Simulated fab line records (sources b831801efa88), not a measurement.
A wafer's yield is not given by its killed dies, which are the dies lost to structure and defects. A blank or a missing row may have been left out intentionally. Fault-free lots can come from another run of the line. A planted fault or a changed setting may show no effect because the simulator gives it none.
Chamber matching :: flow gf180mcu :: cmp-02 running GF_V4_CMP_26: 4 sister chambers
The step polishes, stops on SiO2, t overpolish 15 s, target thk 0 nm. 8 wafers are shown with their chamber, then 8 later ones without.

== WAFERS PAIRED WITH THEIR CHAMBERS ==
wafer: L378.1
chamber: 2
motor current A (A): 10.8
slurry filter dp kPa (kPa): 13.59

wafer: L378.4
chamber: 1
motor current A (A): 13.4
slurry filter dp kPa (kPa): 13.43

wafer: L381.2
chamber: 1
motor current A (A): 13.2
slurry filter dp kPa (kPa): 13.58

wafer: L381.3
chamber: 2
motor current A (A): 11.3
slurry filter dp kPa (kPa): 13.49

wafer: L382.3
chamber: 0
motor current A (A): 11.8
slurry filter dp kPa (kPa): 13.41

wafer: L382.4
chamber: 3
motor current A (A): 10.3
slurry filter dp kPa (kPa): 13.45

wafer: L382.6
chamber: 0
motor current A (A): 11.5
slurry filter dp kPa (kPa): 13.32

wafer: L386.2
chamber: 3
motor current A (A): 10.3
slurry filter dp kPa (kPa): 13.63

== WAFERS WHOSE CHAMBER IS MISSING ==
wafer: L386.5
motor current A (A): 9.9
slurry filter dp kPa (kPa): 13.46

wafer: L386.6
motor current A (A): 11.7
slurry filter dp kPa (kPa): 13.53

wafer: L391.3
motor current A (A): 10.8
slurry filter dp kPa (kPa): 13.41

wafer: L391.4
motor current A (A): 10.7
slurry filter dp kPa (kPa): 13.30

wafer: L391.6
motor current A (A): 9.6
slurry filter dp kPa (kPa): 13.49

wafer: L395.2
motor current A (A): 11.1
slurry filter dp kPa (kPa): 13.68

wafer: L395.3
motor current A (A): 12.6
slurry filter dp kPa (kPa): 13.45

wafer: L395.5
motor current A (A): 12.2
slurry filter dp kPa (kPa): 13.65

== EACH ONE'S CHAMBER ==
wafer: L386.5
from the rows above: 3
in truth: 3

wafer: L386.6
from the rows above: can't be placed: 0 or 2
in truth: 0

wafer: L391.3
from the rows above: can't be placed: 2 or 3
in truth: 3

wafer: L391.4
from the rows above: can't be placed: 2 or 3 or 0
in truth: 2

wafer: L391.6
from the rows above: 3
in truth: 3

wafer: L395.2
from the rows above: 2
in truth: 2

wafer: L395.3
from the rows above: can't be placed: 1 or 0
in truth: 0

wafer: L395.5
from the rows above: can't be placed: 0 or 1 or 2
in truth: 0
Correct placement for 3 of the 8. Not placeable from these rows: 5 (in 5, the candidates include the true chamber). Wrongly placed: 0.
How it was worked out, from the rows above alone: a wafer's distance from a chamber is the root of the sum, over the readings, of the square of ((its reading less the chamber's mean) divided by the reading's scatter). If the next closest chamber is less than 2 further off than the closest, the wafer can't be placed; otherwise it belongs to the closest. For every chamber, the mean is computed from those of its wafers that are shown. How the scatter is found: for the shown wafers, subtract from each reading the mean of its chamber, square and add these, divide the total by (wafers less chambers), then take the root.
